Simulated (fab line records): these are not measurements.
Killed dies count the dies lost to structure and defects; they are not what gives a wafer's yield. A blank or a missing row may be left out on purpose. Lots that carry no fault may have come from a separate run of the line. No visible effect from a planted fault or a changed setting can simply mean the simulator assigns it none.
fab line records | flow sky130
[record] lots = 7 wafers = 15 last-day = 49
route steps=708 shown VIA1@473 METAL2@483 PAD_OPEN@708
lots that met no fault: from a run of the same line without faults
start-h: start of the lot's first displayed wafer, in hours after the record's first day | wait-h: hours since the lot's step before | " as in the row above | L1.1+2: one row covering several wafers at once | - no value, or no start given | * or withheld: withheld | < > ~ a bound
route shown NAME@n: NAME is a module with steps in the file, n the number in the route of the first one | usual: the fault-free wafers' mean and standard deviation | same: alike in all rows | chamber/n: place in a boat | sites: per-site readings | _std_site: standard deviation of those values | _edge_site: mean of outer sites minus mean of inner sites | radius-mm: how far each site lies from the wafer's centre | mask NAME#n: copy n | behind: the tool/chamber that last shaped the wafer | hold: what put the lot on hold/how long, in hours/how the hold closed | device: transistor that didn't switch, given as n, p or np | end of line: the route-end tests of the same wafers | where a step has no rows: the recipe by itself | killed: the dies lost at the first sort to structure and to defects; this is not the yield of the wafer | map: a wafer's dies, x killed, . not, _ none there
set.NAME: the setting as run; set.NAME@STEP: as run at that earlier step | model.NAME: the simulator's own value behind a step, which no gauge read
lots at some steps of the route; a table a step, a row a wafer
services: when a tool's chamber went out of use (start-h, in hours from the record's first day, below 0 if earlier), for how many hours, and the reason
[[steps]]
[step SKY_VIA1_ETCH_15]
[recipe] target = SiO2 chemistry = C4F8/O2/Ar target-depth-nm = 351 stop-on = TiN mask-material = KrF-thick source-w = 1500 bias-w = 1200 pressure-mtorr = 40 c4f8-flow-sccm = withheld O2_flow_sccm = 6 Ar_flow_sccm = 300 time-s = 54
[usual] oes-product-au = 0.981/0.006
// columns lot.wafer tool chamber start-h wait-h oes-product-au
L545.1 rie-diel-02 1 831.40 0.0 0.980
L545.2 " 3 " " 0.985
L545.4 " 0 " " 0.986
L548.2 rie-diel-01 0 832.13 0.0 0.979
L548.5 " 2 " " 0.982
L548.6 " 3 " " 0.974
L547.5 rie-diel-03 0 840.77 0.0 0.985
L550.2 rie-diel-02 0 848.80 0.0 0.981
L549.2 rie-diel-01 3 850.49 0.0 0.977
L554.3 rie-diel-02 0 879.95 0.0 0.974
L554.5 " 1 " " 0.979
L554.6 " 2 " " 0.977
L559.4 rie-diel-03 1 911.10 0.0 0.990
L559.5 " 2 " " 0.978
L559.6 " 1 " " 0.987
[step SKY_VIA1_STRIP_16]
[recipe] chemistry = O2/N2 power-w = 1400 pressure-mtorr = 1500 platen-temp-c = withheld o2-flow-sccm = 3000 n2-flow-sccm = 300 overash-fraction = 0.5
[step SKY_VIA1_STRIP_17]
[recipe] chemistry = post-etch-residue-remover time-s = 1200 temp-c = 72.5
[step SKY_VIA1_CLEAN_18]
[recipe] chemistry = IPA time-s = 180 temp-c = 25
[step SKY_VIA1_CLEAN_19]
[recipe] chemistry = O3/DIW dry = n2-spin
[step SKY_VIA1_SPUTTER_20]
[recipe] material = TiN target-thk-nm = 20 chamber-pressure-pa = 5 power-w = 4000 time-s = 80
[step SKY_VIA1_CVD_21]
[recipe] material = W target-thk-nm = 270 time-s = 80.902 temp-c = 400 pressure-torr = 40
[usual] heater-power-w = 839/40
// columns lot.wafer tool chamber start-h wait-h heater-power-w
L545.1 cvd-w-02 0 832.10 0.0 919
L545.2 " 1 " " 780
L545.4 " 1 " " 787
L548.2 cvd-w-02 0 832.83 0.0 891
L548.5 " 1 " " 800
L548.6 " 0 " " 920
L547.5 cvd-w-01 0 841.52 0.1 879
L550.2 cvd-w-02 0 849.57 0.0 882
L549.2 cvd-w-02 0 851.22 0.0 909
L554.3 cvd-w-01 0 880.71 0.1 873
L554.5 " 1 " " 818
L554.6 " 0 " " 886
L559.4 cvd-w-01 1 911.83 0.1 836
L559.5 " 1 " " 842
L559.6 " 0 " " 850
[step SKY_VIA1_RS_MEAS_22]
[recipe] thk-meas-gauge = four-point-probe reads = W_of_VIA1_CVD_21+TiN_of_VIA1_SPUTTER_20
[usual] VIA1_W_RS = 0.427/0.0045
// columns lot.wafer tool chamber start-h wait-h VIA1_W_RS[ohm/sq]
L545.1 film-metro-01 - 832.19 0.1 0.431
L545.2 " - " " 0.433
L545.4 " - " " 0.435
L548.2 film-metro-01 - 833.00 0.1 0.427
L548.5 " - " " 0.435
L548.6 " - " " 0.421
L547.5 film-metro-04 - 841.64 0.1 0.427
L550.2 film-metro-02 - 849.69 0.1 0.429
L549.2 film-metro-02 - 851.34 0.1 0.425
L554.3 film-metro-01 - 880.81 0.1 0.427
L554.5 " - " " 0.429
L554.6 " - " " 0.426
L559.4 film-metro-04 - 911.95 0.1 0.421
L559.5 " - " " 0.427
L559.6 " - " " 0.428
[step SKY_VIA1_THK_MEAS_23]
[recipe] thk-meas-gauge = xrf reads = W_of_VIA1_CVD_21
[usual] VIA1_W_THK = 276/4.2
// columns lot.wafer tool chamber start-h wait-h VIA1_W_THK[nm]
L545.1 film-metro-01 - 832.31 0.1 270
L545.2 " - " " 266
L545.4 " - " " 267
L548.2 film-metro-01 - 833.11 0.1 272
L548.5 " - " " 266
L548.6 " - " " 274
L547.5 film-metro-04 - 841.72 0.1 277
L550.2 film-metro-02 - 849.80 0.1 275
L549.2 film-metro-02 - 851.45 0.1 279
L554.3 film-metro-01 - 880.91 0.1 273
L554.5 " - " " 272
L554.6 " - " " 274
L559.4 film-metro-04 - 912.04 0.1 283
L559.5 " - " " 279
L559.6 " - " " 280
[step SKY_VIA1_CMP_24]
[recipe] stop-on = SiO2 t-overpolish-s = 15 down-force-psi = 3.5 platen-rpm = 60 target-thk-nm = 0 pad-velocity-m-s = 0.94248
[step SKY_METAL2_SPUTTER_00]
[recipe] material = Ti target-thk-nm = 15 power-w = 3000 time-s = 10 chamber-pressure-pa = 0.4
[step SKY_METAL2_SPUTTER_01]
[recipe] material = TiN target-thk-nm = 20 power-w = 6500 time-s = 16.7 chamber-pressure-pa = 0.4
[usual] cathode-dc-power-W = 6500.2/1.2 throttle-valve-pct = 30.3/1.2
// columns lot.wafer tool chamber start-h wait-h cathode-dc-power-W throttle-valve-pct
L545.1 pvd-sputter-01 - 832.69 0.0 6501.0 30.8
L545.2 " - " " 6500.5 31.8
L545.4 " - " " 6499.0 30.6
L548.2 pvd-sputter-04 - 833.48 0.0 6501.2 28.6
L548.5 " - " " 6500.3 32.0
L548.6 " - " " 6499.9 28.4
L547.5 pvd-sputter-01 - 842.07 0.0 6501.9 29.3
L550.2 pvd-sputter-01 - 850.17 0.0 6498.8 29.8
L549.2 pvd-sputter-01 - 851.82 0.0 6500.0 29.4
L554.3 pvd-sputter-03 - 881.27 0.0 6503.2 31.7
L554.5 " - " " 6499.2 28.5
L554.6 " - " " 6501.3 30.0
L559.4 pvd-sputter-03 - 912.39 0.0 6500.2 29.6
L559.5 " - " " 6501.8 31.7
L559.6 " - " " 6498.7 28.2
[step SKY_METAL2_SPUTTER_02]
[recipe] material = AlCu target-thk-nm = 250 power-w = 10600 time-s = 13.3 chamber-pressure-pa = 0.4
[usual] cathode-dc-power-W = 10600/1.7 throttle-valve-pct = 30.3/1.2
// columns lot.wafer tool chamber start-h wait-h cathode-dc-power-W throttle-valve-pct model.AlCu_of_METAL2_SPUTTER_02.thk-nm
L545.1 pvd-sputter-01 - 832.72 0.0 10600 31.2 251.2
L545.2 " - " " 10603 31.9 251.4
L545.4 " - " " 10597 30.4 250.2
L548.2 pvd-sputter-04 - 833.51 0.0 10600 28.5 257.1
L548.5 " - " " 10599 31.9 256.2
L548.6 " - " " 10598 28.7 251
L547.5 pvd-sputter-01 - 842.10 0.0 9798.7 29.3 227.8
L550.2 pvd-sputter-01 - 850.19 0.0 9797.6 29.5 234.5
L549.2 pvd-sputter-01 - 851.84 0.0 9800.8 29.5 232.8
L554.3 pvd-sputter-03 - 881.30 0.0 10599 31.9 250.2
L554.5 " - " " 10603 28.7 249.6
L554.6 " - " " 10601 29.7 249.6
L559.4 pvd-sputter-03 - 912.42 0.0 10599 29.3 251.2
L559.5 " - " " 10598 31.8 249.4
L559.6 " - " " 10599 28.4 250.3
[step SKY_METAL2_SPUTTER_03]
[recipe] material = Ti target-thk-nm = 5 power-w = 3000 time-s = 3.3 chamber-pressure-pa = 0.4
[usual] cathode-dc-power-W = 3000.0/0.53 throttle-valve-pct = 30.3/1.2
// columns lot.wafer tool chamber start-h wait-h cathode-dc-power-W throttle-valve-pct
L545.1 pvd-sputter-01 - 832.74 0.0 3000.6 30.9
L545.2 " - " " 2998.8 31.7
L545.4 " - " " 2999.6 30.6
L548.2 pvd-sputter-04 - 833.53 0.0 2999.4 28.5
L548.5 " - " " 2999.8 31.5
L548.6 " - " " 2999.8 28.6
L547.5 pvd-sputter-01 - 842.12 0.0 2999.9 29.7
L550.2 pvd-sputter-01 - 850.22 0.0 2999.9 29.7
L549.2 pvd-sputter-01 - 851.87 0.0 3000.0 29.7
L554.3 pvd-sputter-03 - 881.32 0.0 3001.2 31.7
L554.5 " - " " 3000.1 28.6
L554.6 " - " " 2999.8 30.0
L559.4 pvd-sputter-03 - 912.44 0.0 3000.4 29.4
L559.5 " - " " 3000.1 32.0
L559.6 " - " " 3000.4 28.3
[step SKY_METAL2_SPUTTER_04]
[recipe] material = TiN target-thk-nm = 70 power-w = 6500 time-s = 56.74 chamber-pressure-pa = 0.4
[usual] cathode-dc-power-W = 6499.9/1.2 throttle-valve-pct = 30.3/1.2
// columns lot.wafer tool chamber start-h wait-h cathode-dc-power-W throttle-valve-pct
L545.1 pvd-sputter-01 - 832.76 0.0 6499.8 30.9
L545.2 " - " " 6499.6 31.9
L545.4 " - " " 6500.6 30.5
L548.2 pvd-sputter-04 - 833.55 0.0 6499.8 28.6
L548.5 " - " " 6501.4 31.8
L548.6 " - " " 6499.1 28.3
L547.5 pvd-sputter-01 - 842.15 0.0 6499.7 29.7
L550.2 pvd-sputter-01 - 850.24 0.0 6500.2 29.7
L549.2 pvd-sputter-01 - 851.89 0.0 6500.2 29.7
L554.3 pvd-sputter-03 - 881.34 0.0 6500.2 31.8
L554.5 " - " " 6502.3 28.2
L554.6 " - " " 6500.6 30.0
L559.4 pvd-sputter-03 - 912.46 0.0 6498.8 29.1
L559.5 " - " " 6499.8 31.9
L559.6 " - " " 6500.0 28.2
[step SKY_METAL2_RS_MEAS_05]
[recipe] thk-meas-gauge = four-point-probe reads = TiN_of_METAL2_SPUTTER_04+Ti_of_METAL2_SPUTTER_03+AlCu_of_METAL2_SPUTTER_02+TiN_of_METAL2_SPUTTER_01+Ti_of_METAL2_SPUTTER_00
[usual] METAL2_ALCU_RS = 0.1264/0.0013
// columns lot.wafer tool chamber start-h wait-h METAL2_ALCU_RS[ohm/sq]
L545.1 film-metro-04 - 832.81 0.0 0.1260
L545.2 " - " " 0.1258
L545.4 " - " " 0.1264
L548.2 film-metro-04 - 833.62 0.0 0.1229
L548.5 " - " " 0.1238
L548.6 " - " " 0.1260
L547.5 film-metro-03 - 842.26 0.1 0.1393
L550.2 film-metro-02 - 850.31 0.0 0.1356
L549.2 film-metro-03 - 851.96 0.0 0.1360
L554.3 film-metro-03 - 881.43 0.1 0.1265
L554.5 " - " " 0.1266
L554.6 " - " " 0.1266
L559.4 film-metro-02 - 912.57 0.1 0.1261
L559.5 " - " " 0.1270
L559.6 " - " " 0.1265
[step SKY_METAL2_THK_MEAS_06]
[recipe] thk-meas-gauge = xrf reads = AlCu_of_METAL2_SPUTTER_02
[usual] METAL2_ALCU_THK = 246.9/2.6
// columns lot.wafer tool chamber start-h wait-h METAL2_ALCU_THK[nm]
L545.1 film-metro-04 - 832.93 0.1 246.4
L545.2 " - " " 247.3
L545.4 " - " " 246.5
L548.2 film-metro-04 - 833.73 0.1 252.6
L548.5 " - " " 250.8
L548.6 " - " " 246.5
L547.5 film-metro-03 - 842.34 0.1 225.7
L550.2 film-metro-02 - 850.42 0.1 231.3
L549.2 film-metro-03 - 852.07 0.1 227.6
L554.3 film-metro-03 - 881.53 0.1 248.5
L554.5 " - " " 247.4
L554.6 " - " " 245.4
L559.4 film-metro-02 - 912.66 0.1 247.3
L559.5 " - " " 245.6
L559.6 " - " " 245.4
[step SKY_METAL2_DEHYDRATE_07]
[recipe] temp-c = 200 time-s = 60
[step SKY_PAD_OPEN_PROBE_99]
[usual] killed_at_M0_to_M3 = 44/6.7 killed_at_M4_up = 3.1/1.8 killed-at-contacts = 24/5.1 killed-at-front-end = 16/4.7 killed-at-other = 0.3/0.59 killed-dies = 88/9.6 killed-open = 48/7.3 killed-short = 39/6.5
[same] gross-dies = 492 killed-at-back-side = 0
// columns lot.wafer tool chamber start-h wait-h killed_at_M0_to_M3 killed_at_M4_up killed-at-contacts killed-at-front-end killed-at-other killed-dies killed-open killed-short
L548.2 prober-02 - 1105.82 0.1 36 5 26 18 1 86 46 40
L548.5 prober-02 - 1105.97 0.2 40 1 18 17 1 77 38 39
L548.6 prober-02 - 1106.02 0.2 37 2 20 23 2 84 48 34
L545.1 prober-01 - 1105.94 0.1 56 1 29 11 0 97 49 48
L545.2 prober-01 - 1105.99 0.1 51 4 29 14 0 98 50 48
L545.4 prober-01 - 1106.09 0.2 49 2 26 27 0 104 60 43
L550.2 prober-02 - 1117.20 0.1 33 4 26 19 0 82 39 40
L549.2 prober-01 - 1121.51 0.1 47 2 22 20 0 91 55 35
L554.3 prober-01 - 1142.76 0.2 40 2 35 11 0 88 50 38
L554.5 prober-01 - 1142.86 0.2 38 1 29 23 2 93 53 38
L554.6 prober-01 - 1142.91 0.2 38 4 20 21 0 83 37 44
L559.4 prober-02 - 1164.67 0.2 42 1 19 17 1 80 30 49
L559.5 prober-02 - 1164.72 0.2 45 1 19 14 1 80 41 38
L559.6 prober-02 - 1164.77 0.2 32 5 14 22 1 74 39 34
// killed by level:class
L548.2 CONTACT:geometric-particle:open=12 LI_CONTACT:geometric-particle:open=9 POLY_GATE:geometric-particle:short=7 VIA2:geometric-particle:open=7 VIA1:geometric-particle:open=7 METAL4:geometric-particle:short=5 METAL1:geometric-particle:short=4 METAL2:geometric-particle:short=4
L545.1 CONTACT:geometric-particle:open=10 METAL2:geometric-particle:short=10 METAL1:geometric-particle:short=9 VIA2:geometric-particle:open=9 VIA1:geometric-particle:open=8 LI_CONTACT:geometric-particle:open=7 VIA3:geometric-particle:open=7 CONTACT:geometric-particle:short=5
L548.5 VIA1:geometric-particle:open=8 CONTACT:geometric-particle:open=6 VIA3:geometric-particle:open=6 FIELD_ISO:geometric-particle:short=5 VIA1:geometric-particle:short=5 VIA2:geometric-particle:short=5 METAL1:geometric-particle:short=4 VIA2:geometric-particle:open=4
L545.2 VIA1:geometric-particle:open=13 METAL1:geometric-particle:short=9 LI_CONTACT:geometric-particle:open=8 LOCAL_INTERCONNECT:geometric-particle:short=8 METAL2:geometric-particle:short=7 VIA3:geometric-particle:open=7 CONTACT:geometric-particle:open=6 CONTACT:geometric-particle:short=3
L548.6 VIA1:geometric-particle:open=9 FIELD_ISO:geometric-particle:short=8 LI_CONTACT:geometric-particle:open=8 VIA3:geometric-particle:open=7 FIELD_ISO:geometric-particle:open=6 VIA2:geometric-particle:open=6 CONTACT:geometric-particle:short=5 CONTACT:geometric-particle:open=5
L545.4 VIA2:geometric-particle:open=12 LI_CONTACT:geometric-particle:open=9 CONTACT:geometric-particle:open=9 METAL1:geometric-particle:short=9 POLY_GATE:geometric-particle:open=8 VIA3:geometric-particle:open=6 VIA1:geometric-particle:open=6 SPACER:geometric-particle:open=5
L550.2 LI_CONTACT:geometric-particle:open=11 VIA1:geometric-particle:open=8 FIELD_ISO:geometric-particle:short=7 CONTACT:geometric-particle:open=7 METAL2:geometric-particle:short=7 CONTACT:geometric-particle:short=5 VIA1:geometric-particle:short=5 VIA3:geometric-particle:open=5
L549.2 VIA1:geometric-particle:open=12 CONTACT:geometric-particle:open=8 VIA3:geometric-particle:open=8 LI_CONTACT:geometric-particle:open=7 FIELD_ISO:geometric-particle:short=6 METAL2:geometric-particle:short=6 FIELD_ISO:geometric-particle:open=5 VIA1:geometric-particle:short=5
L554.3 VIA1:geometric-particle:open=13 CONTACT:geometric-particle:open=12 LI_CONTACT:geometric-particle:open=9 CONTACT:geometric-particle:short=6 METAL1:geometric-particle:short=5 VIA1:geometric-particle:short=5 LOCAL_INTERCONNECT:geometric-particle:short=4 METAL2:geometric-particle:short=4
L554.5 CONTACT:geometric-particle:open=12 VIA1:geometric-particle:open=12 VIA3:geometric-particle:open=9 FIELD_ISO:geometric-particle:short=7 LI_CONTACT:geometric-particle:open=7 POLY_GATE:geometric-particle:short=6 LOCAL_INTERCONNECT:geometric-particle:short=5 METAL3:geometric-particle:short=3
L554.6 VIA1:geometric-particle:open=8 LI_CONTACT:geometric-particle:open=7 METAL2:geometric-particle:short=6 FIELD_ISO:geometric-particle:short=5 FIELD_ISO:geometric-particle:open=5 CONTACT:geometric-particle:short=5 VIA3:geometric-particle:open=4 VIA2:geometric-particle:open=4
L559.4 VIA2:geometric-particle:short=8 CONTACT:geometric-particle:short=6 CONTACT:geometric-particle:open=6 METAL2:geometric-particle:short=6 VIA1:geometric-particle:short=5 VIA1:geometric-particle:open=5 SONOS_ONO:geometric-particle:short=4 METAL1:geometric-particle:short=4
L559.5 LI_CONTACT:geometric-particle:open=7 METAL1:geometric-particle:open=6 VIA1:geometric-particle:open=6 CONTACT:geometric-particle:open=5 SPACER:geometric-particle:short=5 METAL1:geometric-particle:short=5 VIA1:geometric-particle:short=5 VIA2:geometric-particle:open=5
L559.6 FIELD_ISO:geometric-particle:open=7 VIA1:geometric-particle:open=7 FIELD_ISO:geometric-particle:short=6 CONTACT:geometric-particle:open=6 VIA1:geometric-particle:short=5 VIA3:geometric-particle:open=5 VIA2:geometric-particle:open=5 VIA3:geometric-particle:short=4
[[services]]
// columns tool chamber start-h hours kind
rie-diel-01 - 822.17 1.6 repair
rie-diel-01 - 823.73 0.3 repair
cvd-w-01 0 827.02 6.1 repair
rie-diel-01 0 829.36 2.4 repair
pvd-sputter-01 - 849.05 0.9 repair
rie-diel-02 1 849.71 6.3 repair
rie-diel-03 1 856.05 11.5 repair
pvd-sputter-04 - 862.47 0.6 repair
rie-diel-01 2 862.50 14.0 repair
pvd-sputter-03 - 883.22 1.0 repair
rie-diel-03 - 895.47 0.6 repair
rie-diel-01 3 903.31 7.0 repair
cvd-w-02 - 904.00 14.0 pm
cvd-w-02 0 904.00 14.0 vent-cycle
cvd-w-02 1 904.00 14.0 vent-cycle
pvd-sputter-01 1 909.66 - consumable-replace:kit
pvd-sputter-01 1 909.66 18.0 scheduled-down
pvd-sputter-01 1 909.66 18.0 vent-cycle
[[key]]
[first-sign] step = SKY_METAL2_SPUTTER_02 reading = cathode-dc-power-W direction = down sigmas = 99+ usual = 10600 struck = 9799.0
[effect] step = SKY_METAL2_RS_MEAS_05 reading = METAL2_ALCU_RS direction = up sigmas = 7.9 usual = 0.1264 struck = 0.1370
[effect] step = SKY_METAL2_THK_MEAS_06 reading = METAL2_ALCU_THK direction = down sigmas = 7.2 usual = 246.9 struck = 228.2
[model-effect] step = SKY_METAL2_SPUTTER_02 value = AlCu_of_METAL2_SPUTTER_02.thk-nm without = 250.6 struck = 231.7
met-at SKY_METAL2_SPUTTER_02
struck-wafers L547.5,L549.2,L550.2
rows-end L547.5
tester-left-out L549,L550
[earlier-fault] kind = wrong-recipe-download tool = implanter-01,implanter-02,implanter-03 chamber = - onset-h = 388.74 steps = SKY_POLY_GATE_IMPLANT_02 wrong-recipe.not-listed = 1
[fault] kind = process-parameter-drift tool = pvd-sputter-01 chamber = - onset-h = 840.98 steps = SKY_METAL2_SPUTTER_02 channel = power-w offset = * shape = step acts-in = * stated = * scope = struck-wafers-only
// tester-left-out: of these lots the tester's yield and bins aren't shown, on N5 and GAA mostly nor the transistor test; their killed dies are dies lost to structure and defects alone, not to doping, threshold or leakage, so they don't give the yield
// rows-end: these wafers met a further fault down the route, and their rows from its step on are left out
